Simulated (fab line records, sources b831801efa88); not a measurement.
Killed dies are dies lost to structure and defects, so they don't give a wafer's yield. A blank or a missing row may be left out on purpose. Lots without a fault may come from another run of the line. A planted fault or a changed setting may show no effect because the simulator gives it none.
Chamber matching | flow gf180mcu | GF_V5_CMP_26 on cmp-01: 4 sister chambers
The step polishes, stops on SiO2, t overpolish 15 s, target thk 0 nm. 14 wafers are shown with their chamber, then 7 later ones without.

WAFERS WITH THEIR CHAMBER
wafer  | chamber | motor_current_A (A) | time_to_endpoint_s (s) | overpolish_run_s (s)
L472.1 | 0       | 11.2                | 82.4                   | 14.993
L472.2 | 2       | 11.1                | 85.7                   | 15.001
L472.4 | 3       | 11.8                | 87.2                   | 15.004
L474.2 | 3       | 13.1                | 83.5                   | 15.013
L474.4 | 0       | 12.1                | 84.2                   | 14.988
L474.6 | 1       | 12.3                | 82.1                   | 15.011
L479.1 | 1       | 13.0                | 78.2                   | 15.010
L479.4 | 3       | 12.0                | 82.2                   | 14.996
L479.6 | 0       | 12.1                | 81.4                   | 15.005
L483.1 | 3       | 12.3                | 81.9                   | 15.001
L483.4 | 1       | 12.8                | 75.9                   | 14.996
L483.6 | 2       | 11.4                | 81.4                   | 14.996
L487.1 | 3       | 12.5                | 84.1                   | 15.001
L487.2 | 1       | 11.8                | 77.1                   | 14.985

SIGNATURES (means of the wafers above)
reading            | chamber 0 | chamber 1 | chamber 2 | chamber 3 | scatter within a chamber
motor_current_A    | 11.800    | 12.475    | 11.250    | 12.340    | 0.496
time_to_endpoint_s | 82.667    | 78.325    | 83.550    | 83.780    | 2.3
overpolish_run_s   | 14.99533  | 15.00050  | 14.99850  | 15.00300  | 0.00886
Rule: a wafer's distance from a chamber is the root of the sum, over the readings, of the square of ((its reading less the chamber's mean) divided by the reading's scatter). The wafer belongs to the nearest chamber; if the next one is less than 2 further off, it can't be placed. The scatter: the root of (the sum of the squares of (reading less its chamber's mean) over the shown wafers, divided by (wafers less chambers)).

WAFERS WITHOUT THEIR CHAMBER
wafer  | motor_current_A (A) | time_to_endpoint_s (s) | overpolish_run_s (s)
L487.3 | 11.8                | 83.6                   | 15.007
L489.2 | 12.1                | 82.8                   | 14.999
L489.5 | 11.7                | 84.9                   | 15.001
L489.6 | 12.5                | 79.5                   | 14.996
L493.2 | 11.8                | 75.4                   | 15.013
L493.3 | 11.9                | 79.7                   | 14.996
L493.4 | 11.2                | 84.5                   | 14.988

WHICH CHAMBER EACH WENT THROUGH
wafer  | from the rows above               | in truth
L487.3 | can't be placed: 3 or 0 or 2 or 1 | 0
L489.2 | can't be placed: 0 or 3 or 2 or 1 | 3
L489.5 | can't be placed: 2 or 0 or 3      | 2
L489.6 | can't be placed: 1 or 0 or 3      | 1
L493.2 | can't be placed: 1 or 0 or 3 or 2 | 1
L493.3 | can't be placed: 0 or 1 or 3 or 2 | 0
L493.4 | can't be placed: 2 or 0 or 3      | 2
Placed correctly: 0 of 7. Can't be placed from these rows: 7 (the true chamber is among the candidates in 7). Placed wrongly: 0.
